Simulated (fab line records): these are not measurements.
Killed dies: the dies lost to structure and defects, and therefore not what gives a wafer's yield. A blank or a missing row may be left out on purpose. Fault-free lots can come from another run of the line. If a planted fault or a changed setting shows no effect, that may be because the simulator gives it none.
Which tool was responsible? + flow gf180mcu + 6 lots with 18 wafers sampled at 4 steps, on a route of 602 steps

WHAT THE GAUGES READ, wafer by wafer
GF_MIM_THK_MEAS_06.
| lot  | measured     | on           | MIM_CVD_05_THK (nm) |
|------|--------------|--------------|---------------------|
| L325 | day 25 02:24 | filmMetro-01 | 41.1 42.4 42.0      |
| L329 | day 26 23:53 | filmMetro-04 | 41.9 41.5 42.0      |
| L333 | day 27 10:02 | filmMetro-04 | 42.4 43.3 42.2      |
| L338 | day 28 22:49 | filmMetro-02 | 41.7 55.4 56.3      |
| L343 | day 30 06:45 | filmMetro-02 | 42.0 42.7 42.6      |
| L346 | day 31 01:56 | filmMetro-01 | 42.2 42.9 43.1      |

WHICH TOOL RAN EACH LOT (tool, then ch and the chambers of the sampled wafers, then the start)
| lot  | GF_V4_SPUTTER_22            | GF_V4_CMP_26                  | GF_MIM_CVD_05                   |
|------|-----------------------------|-------------------------------|---------------------------------|
| L325 | pvdSputter-02, day 25 01:31 | cmp-01 ch 0,1,2, day 25 01:57 | pecvd-03 ch 0,2, day 25 02:22   |
| L329 | pvdSputter-03, day 26 22:59 | cmp-02 ch 0,1, day 26 23:23   | pecvd-02 ch 1,2, day 26 23:51   |
| L333 | pvdSputter-02, day 27 09:07 | cmp-01 ch 0,2,3, day 27 09:30 | pecvd-02 ch 0,1,2, day 27 09:59 |
| L338 | pvdSputter-03, day 28 21:55 | cmp-02 ch 0,2,3, day 28 22:21 | pecvd-02 ch 0,2, day 28 22:46   |
| L343 | pvdSputter-03, day 30 05:52 | cmp-02 ch 0,2,3, day 30 06:15 | pecvd-04 ch 0,1,2, day 30 06:43 |
| L346 | pvdSputter-03, day 31 01:02 | cmp-01 ch 0,3, day 31 01:25   | pecvd-04 ch 0,1, day 31 01:53   |
- GF_V4_SPUTTER_22: material TiN, target thk 10 nm, time 40 s.
- GF_V4_CMP_26: polishes, stops on SiO2, t overpolish 15 s, target thk 0 nm.
- GF_MIM_CVD_05: deposits Si3N4, target thk 42 nm, time 29.086 s.

THE ANSWER, worked out from the rows above alone
Rule: usual is defined by the lots themselves. Put in order of their means at a reading, lots are off if they are a third of the lots or fewer, leave a main group of 4 or more, and stand apart from it by a gap of 3 or more times the standard deviation of the main group's means; of several such gaps the widest counts. A main group is skipped when, at the precision printed for the reading in the tables above, its means are all equal. A lot without any number at a reading at which 4 lots or more have one is off too. All remaining lots with rows at the step are treated as sound.
Off: L338, at GF_MIM_THK_MEAS_06 (MIM_CVD_05_THK). The main group has a mean of 42.3 nm with a standard deviation of 0.4.
A tool fits if, at a process step before that reading, it ran every lot that is off, and no sound lot after the first of them. Gauges at GF_MIM_THK_MEAS_06: tried the same way as those tools. One candidate fits, namely pecvd-02 at GF_MIM_CVD_05. A fault onset in the window from L333 (day 27 09:59, its last sound lot) to L338 (day 28 22:46, its first lot off) fits.

WHAT THE SIMULATOR HAD INSERTED
pecvd-02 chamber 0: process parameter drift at GF_MIM_CVD_05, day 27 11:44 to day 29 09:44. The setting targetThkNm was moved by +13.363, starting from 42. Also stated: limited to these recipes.
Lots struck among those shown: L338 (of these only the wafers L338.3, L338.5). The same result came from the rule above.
